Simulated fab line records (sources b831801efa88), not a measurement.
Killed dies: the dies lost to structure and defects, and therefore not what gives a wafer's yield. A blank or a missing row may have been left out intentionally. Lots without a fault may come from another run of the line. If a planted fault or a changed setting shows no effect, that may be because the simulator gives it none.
Which tool was responsible? / flow sky130 / 11 lots with 33 wafers sampled at 5 steps, on a route of 708 steps

== WHAT THE GAUGES READ, wafer by wafer ==
SKY_CONTACT_OVL_MEAS_15.
lot=L173; measured=day 31 22:03; on=overlay-02; CONTACT_OVL (nm)=0 -5 8
lot=L176; measured=day 33 03:45; on=overlay-02; CONTACT_OVL (nm)=2 4 3
lot=L177; measured=day 33 12:34; on=overlay-02; CONTACT_OVL (nm)=2 4 5
lot=L181; measured=day 34 19:36; on=overlay-01; CONTACT_OVL (nm)=-5 -4 -4
lot=L182; measured=day 35 03:31; on=overlay-01; CONTACT_OVL (nm)=-3 -2 -2
lot=L183; measured=day 35 11:23; on=overlay-01; CONTACT_OVL (nm)=8 6 1
lot=L186; measured=day 36 03:39; on=overlay-02; CONTACT_OVL (nm)=9 10 8
lot=L187; measured=day 36 11:33; on=overlay-02; CONTACT_OVL (nm)=2 -7 2
lot=L188; measured=day 36 14:30; on=overlay-01; CONTACT_OVL (nm)=8 4 1
lot=L189; measured=day 36 22:18; on=overlay-02; CONTACT_OVL (nm)=-5 -4 -10
lot=L195; measured=day 38 16:06; on=overlay-02; CONTACT_OVL (nm)=-7 -15 -11

== WHICH TOOL RAN EACH LOT (tool, then ch and the chambers of the sampled wafers, then the start) ==
lot=L173; SKY_POLY_GATE_IMPLANT_02=implanter-04 ch 0, day 15 11:51; SKY_RES_PROTECT_STRIP_07=plasma_asher-03 ch 1, day 15 11:58; SKY_SD_P_STRIP_10=plasma_asher-03 ch 1, day 25 18:56; SKY_LI_CONTACT_CMP_02=cmp-01 ch 1,3, day 28 06:38
lot=L176; SKY_POLY_GATE_IMPLANT_02=implanter-03 ch 0, day 16 16:35; SKY_RES_PROTECT_STRIP_07=plasma_asher-02 ch 0,1, day 16 16:44; SKY_SD_P_STRIP_10=plasma_asher-01 ch 0,1, day 27 02:22; SKY_LI_CONTACT_CMP_02=cmp-02 ch 0,2,3, day 29 13:06
lot=L177; SKY_POLY_GATE_IMPLANT_02=implanter-01 ch 0, day 17 01:31; SKY_RES_PROTECT_STRIP_07=plasma_asher-03 ch 0,1, day 17 01:39; SKY_SD_P_STRIP_10=plasma_asher-03 ch 0,1, day 27 11:31; SKY_LI_CONTACT_CMP_02=cmp-02 ch 0,2, day 29 21:18
lot=L181; SKY_POLY_GATE_IMPLANT_02=implanter-04 ch 0, day 18 17:08; SKY_RES_PROTECT_STRIP_07=plasma_asher-03 ch 0,1, day 18 17:16; SKY_SD_P_STRIP_10=plasma_asher-03 ch 0,1, day 28 22:41; SKY_LI_CONTACT_CMP_02=cmp-02 ch 1,2,3, day 31 08:16
lot=L182; SKY_POLY_GATE_IMPLANT_02=implanter-03 ch 0, day 18 23:26; SKY_RES_PROTECT_STRIP_07=plasma_asher-02 ch 0,1, day 18 23:33; SKY_SD_P_STRIP_10=plasma_asher-01 ch 0,1, day 29 06:10; SKY_LI_CONTACT_CMP_02=cmp-02 ch 2,3, day 31 14:58
lot=L183; SKY_POLY_GATE_IMPLANT_02=implanter-04 ch 0, day 19 09:11; SKY_RES_PROTECT_STRIP_07=plasma_asher-01 ch 0,1, day 19 09:20; SKY_SD_P_STRIP_10=plasma_asher-02 ch 0,1, day 29 14:56; SKY_LI_CONTACT_CMP_02=cmp-01 ch 0,2,3, day 32 00:54
lot=L186; SKY_POLY_GATE_IMPLANT_02=implanter-03 ch 0, day 20 05:40; SKY_RES_PROTECT_STRIP_07=plasma_asher-02 ch 0,1, day 20 05:49; SKY_SD_P_STRIP_10=plasma_asher-02 ch 0,1, day 30 08:28; SKY_LI_CONTACT_CMP_02=cmp-02 ch 0,1,2, day 32 16:36
lot=L187; SKY_POLY_GATE_IMPLANT_02=implanter-04 ch 0, day 20 14:58; SKY_RES_PROTECT_STRIP_07=plasma_asher-03 ch 0,1, day 20 15:07; SKY_SD_P_STRIP_10=plasma_asher-03 ch 0,1, day 30 18:19; SKY_LI_CONTACT_CMP_02=cmp-02 ch 0,1,3, day 33 02:25
lot=L188; SKY_POLY_GATE_IMPLANT_02=implanter-03 ch 0, day 20 17:00; SKY_RES_PROTECT_STRIP_07=plasma_asher-03 ch 1, day 20 17:07; SKY_SD_P_STRIP_10=plasma_asher-02 ch 0,1, day 30 20:02; SKY_LI_CONTACT_CMP_02=cmp-01 ch 0,3, day 33 04:42
lot=L189; SKY_POLY_GATE_IMPLANT_02=implanter-01 ch 0, day 21 01:18; SKY_RES_PROTECT_STRIP_07=plasma_asher-02 ch 0,1, day 21 01:25; SKY_SD_P_STRIP_10=plasma_asher-01 ch 0,1, day 31 03:26; SKY_LI_CONTACT_CMP_02=cmp-02 ch 0,1,2, day 33 12:19
lot=L195; SKY_POLY_GATE_IMPLANT_02=implanter-04 ch 0, day 23 07:29; SKY_RES_PROTECT_STRIP_07=plasma_asher-01 ch 0,1, day 23 07:37; SKY_SD_P_STRIP_10=plasma_asher-01 ch 0,1, day 33 02:41; SKY_LI_CONTACT_CMP_02=cmp-02 ch 0,3, day 35 08:46
- SKY_POLY_GATE_IMPLANT_02
- SKY_RES_PROTECT_STRIP_07: strips in O2/N2.
- SKY_SD_P_STRIP_10: strips in O2/N2.
- SKY_LI_CONTACT_CMP_02: polishes PSG.

== WHAT THE TOOLS THEMSELVES READ (means of the sampled wafers that have a number; where no wafer has one, the mark that the record gives instead) ==
SKY_POLY_GATE_IMPLANT_02.
lot=L173; tool=implanter-04; beam_on_s (s)=35.1; end_station_pressure_torr (Torr)=1.08e-05
lot=L176; tool=implanter-03; beam_on_s (s)=37.7; end_station_pressure_torr (Torr)=1.03e-05
lot=L177; tool=implanter-01; beam_on_s (s)=33.3; end_station_pressure_torr (Torr)=1.16e-05
lot=L181; tool=implanter-04; beam_on_s (s)=34.8; end_station_pressure_torr (Torr)=1.04e-05
lot=L182; tool=implanter-03; beam_on_s (s)=38.0; end_station_pressure_torr (Torr)=1.06e-05
lot=L183; tool=implanter-04; beam_on_s (s)=34.4; end_station_pressure_torr (Torr)=1.07e-05
lot=L186; tool=implanter-03; beam_on_s (s)=42.6; end_station_pressure_torr (Torr)=4.75e-05
lot=L187; tool=implanter-04; beam_on_s (s)=34.4; end_station_pressure_torr (Torr)=1.14e-05
lot=L188; tool=implanter-03; beam_on_s (s)=42.0; end_station_pressure_torr (Torr)=4.81e-05
lot=L189; tool=implanter-01; beam_on_s (s)=33.9; end_station_pressure_torr (Torr)=1.18e-05
lot=L195; tool=implanter-04; beam_on_s (s)=34.5; end_station_pressure_torr (Torr)=1.13e-05

SKY_RES_PROTECT_STRIP_07.
lot=L173; tool=plasma_asher-03; drypump_motor_current_A (A)=5.8; oes_product_au (a.u.)=0.520; strip_time_to_endpoint_s (s)=23.30
lot=L176; tool=plasma_asher-02; drypump_motor_current_A (A)=5.7; oes_product_au (a.u.)=0.515; strip_time_to_endpoint_s (s)=23.36
lot=L177; tool=plasma_asher-03; drypump_motor_current_A (A)=5.5; oes_product_au (a.u.)=0.516; strip_time_to_endpoint_s (s)=23.39
lot=L181; tool=plasma_asher-03; drypump_motor_current_A (A)=5.2; oes_product_au (a.u.)=0.515; strip_time_to_endpoint_s (s)=23.34
lot=L182; tool=plasma_asher-02; drypump_motor_current_A (A)=5.7; oes_product_au (a.u.)=0.518; strip_time_to_endpoint_s (s)=23.34
lot=L183; tool=plasma_asher-01; drypump_motor_current_A (A)=5.9; oes_product_au (a.u.)=0.513; strip_time_to_endpoint_s (s)=23.25
lot=L186; tool=plasma_asher-02; drypump_motor_current_A (A)=5.8; oes_product_au (a.u.)=0.517; strip_time_to_endpoint_s (s)=23.87
lot=L187; tool=plasma_asher-03; drypump_motor_current_A (A)=5.2; oes_product_au (a.u.)=0.520; strip_time_to_endpoint_s (s)=23.39
lot=L188; tool=plasma_asher-03; drypump_motor_current_A (A)=5.8; oes_product_au (a.u.)=0.511; strip_time_to_endpoint_s (s)=23.84
lot=L189; tool=plasma_asher-02; drypump_motor_current_A (A)=5.8; oes_product_au (a.u.)=0.519; strip_time_to_endpoint_s (s)=23.31
lot=L195; tool=plasma_asher-01; drypump_motor_current_A (A)=5.9; oes_product_au (a.u.)=0.516; strip_time_to_endpoint_s (s)=23.32

SKY_SD_P_STRIP_10.
lot=L173; tool=plasma_asher-03; drypump_motor_current_A (A)=5.8; oes_product_au (a.u.)=0.618; strip_time_to_endpoint_s (s)=17.51
lot=L176; tool=plasma_asher-01; drypump_motor_current_A (A)=5.9; oes_product_au (a.u.)=0.619; strip_time_to_endpoint_s (s)=17.50
lot=L177; tool=plasma_asher-03; drypump_motor_current_A (A)=5.5; oes_product_au (a.u.)=0.618; strip_time_to_endpoint_s (s)=17.48
lot=L181; tool=plasma_asher-03; drypump_motor_current_A (A)=5.5; oes_product_au (a.u.)=0.614; strip_time_to_endpoint_s (s)=17.53
lot=L182; tool=plasma_asher-01; drypump_motor_current_A (A)=5.9; oes_product_au (a.u.)=0.617; strip_time_to_endpoint_s (s)=17.48
lot=L183; tool=plasma_asher-02; drypump_motor_current_A (A)=5.8; oes_product_au (a.u.)=0.617; strip_time_to_endpoint_s (s)=17.53
lot=L186; tool=plasma_asher-02; drypump_motor_current_A (A)=5.7; oes_product_au (a.u.)=0.620; strip_time_to_endpoint_s (s)=17.46
lot=L187; tool=plasma_asher-03; drypump_motor_current_A (A)=5.2; oes_product_au (a.u.)=0.613; strip_time_to_endpoint_s (s)=17.52
lot=L188; tool=plasma_asher-02; drypump_motor_current_A (A)=5.7; oes_product_au (a.u.)=0.619; strip_time_to_endpoint_s (s)=17.54
lot=L189; tool=plasma_asher-01; drypump_motor_current_A (A)=5.8; oes_product_au (a.u.)=0.621; strip_time_to_endpoint_s (s)=17.51
lot=L195; tool=plasma_asher-01; drypump_motor_current_A (A)=5.9; oes_product_au (a.u.)=0.617; strip_time_to_endpoint_s (s)=17.48

SKY_LI_CONTACT_CMP_02.
lot=L173; tool=cmp-01; motor_current_A (A)=11.6; platen_rpm (rpm)=60.02; slurry_filter_dp_kPa (kPa)=13.49; time_to_endpoint_s (s)=34.8
lot=L176; tool=cmp-02; motor_current_A (A)=13.1; platen_rpm (rpm)=60.03; slurry_filter_dp_kPa (kPa)=13.29; time_to_endpoint_s (s)=35.9
lot=L177; tool=cmp-02; motor_current_A (A)=12.5; platen_rpm (rpm)=60.02; slurry_filter_dp_kPa (kPa)=13.34; time_to_endpoint_s (s)=33.3
lot=L181; tool=cmp-02; motor_current_A (A)=13.4; platen_rpm (rpm)=59.97; slurry_filter_dp_kPa (kPa)=13.56; time_to_endpoint_s (s)=33.2
lot=L182; tool=cmp-02; motor_current_A (A)=13.6; platen_rpm (rpm)=59.97; slurry_filter_dp_kPa (kPa)=13.47; time_to_endpoint_s (s)=33.3
lot=L183; tool=cmp-01; motor_current_A (A)=10.8; platen_rpm (rpm)=59.98; slurry_filter_dp_kPa (kPa)=13.50; time_to_endpoint_s (s)=32.4
lot=L186; tool=cmp-02; motor_current_A (A)=12.8; platen_rpm (rpm)=60.02; slurry_filter_dp_kPa (kPa)=13.52; time_to_endpoint_s (s)=28.3
lot=L187; tool=cmp-02; motor_current_A (A)=12.8; platen_rpm (rpm)=59.98; slurry_filter_dp_kPa (kPa)=13.40; time_to_endpoint_s (s)=33.1
lot=L188; tool=cmp-01; motor_current_A (A)=9.5; platen_rpm (rpm)=60.00; slurry_filter_dp_kPa (kPa)=13.35; time_to_endpoint_s (s)=30.4
lot=L189; tool=cmp-02; motor_current_A (A)=12.3; platen_rpm (rpm)=59.98; slurry_filter_dp_kPa (kPa)=13.63; time_to_endpoint_s (s)=33.4
lot=L195; tool=cmp-02; motor_current_A (A)=12.2; platen_rpm (rpm)=60.02; slurry_filter_dp_kPa (kPa)=13.67; time_to_endpoint_s (s)=31.1

== THE ANSWER, worked out from the rows above alone ==
Rule: the lots themselves supply what counts as usual. The widest of any qualifying gaps counts: lots, ordered by their means at a reading, are off when they make up no more than a third of the lots, leave a main group of 4 or more, and stand apart from it by 3 or more times the standard deviation of that group's means. A main group is skipped when, at the precision printed for the reading in the tables above, its means are all equal. Also off: a lot with no number at a reading for which 4 or more lots have one. The other lots that the step has rows for count as sound. The gauges are gone through in route order, then the tools' own readings, and for those a lot's mean is taken as printed above. The first step at which some lot is off is used, and at that step the reading that is off furthest; a lot without a number counts as furthest.
Off: L186, L188 (SKY_POLY_GATE_IMPLANT_02, end_station_pressure_torr). For the main group the mean is 1.10e-05 Torr and the standard deviation 5.2e-07.
A tool fits if, at that step or a process step before it, it ran every lot that is off, and no sound lot after the first of them. One fits: SKY_POLY_GATE_IMPLANT_02 on implanter-03. A fault onset in the window from L182 (day 18 23:26, its last sound lot) to L186 (day 20 05:40, its first lot off) fits.
On the lots that are off, the tool's own readings at SKY_POLY_GATE_IMPLANT_02 differ by more than 5 times the standard deviation of the sound lots' means, which bears it out; end_station_pressure_torr reads 4.78e-05 Torr there versus 1.10e-05 Torr on the sound lots.

== WHAT THE SIMULATOR HAD PUT IN ==
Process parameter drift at SKY_POLY_GATE_IMPLANT_02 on implanter-03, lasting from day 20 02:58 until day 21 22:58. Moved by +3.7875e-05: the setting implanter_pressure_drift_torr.
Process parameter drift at SKY_POLY_GATE_IMPLANT_02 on implanter-03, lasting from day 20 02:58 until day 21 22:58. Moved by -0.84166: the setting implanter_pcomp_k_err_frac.
Struck lots among those shown: L186, L188. This agrees with what the rule above found.
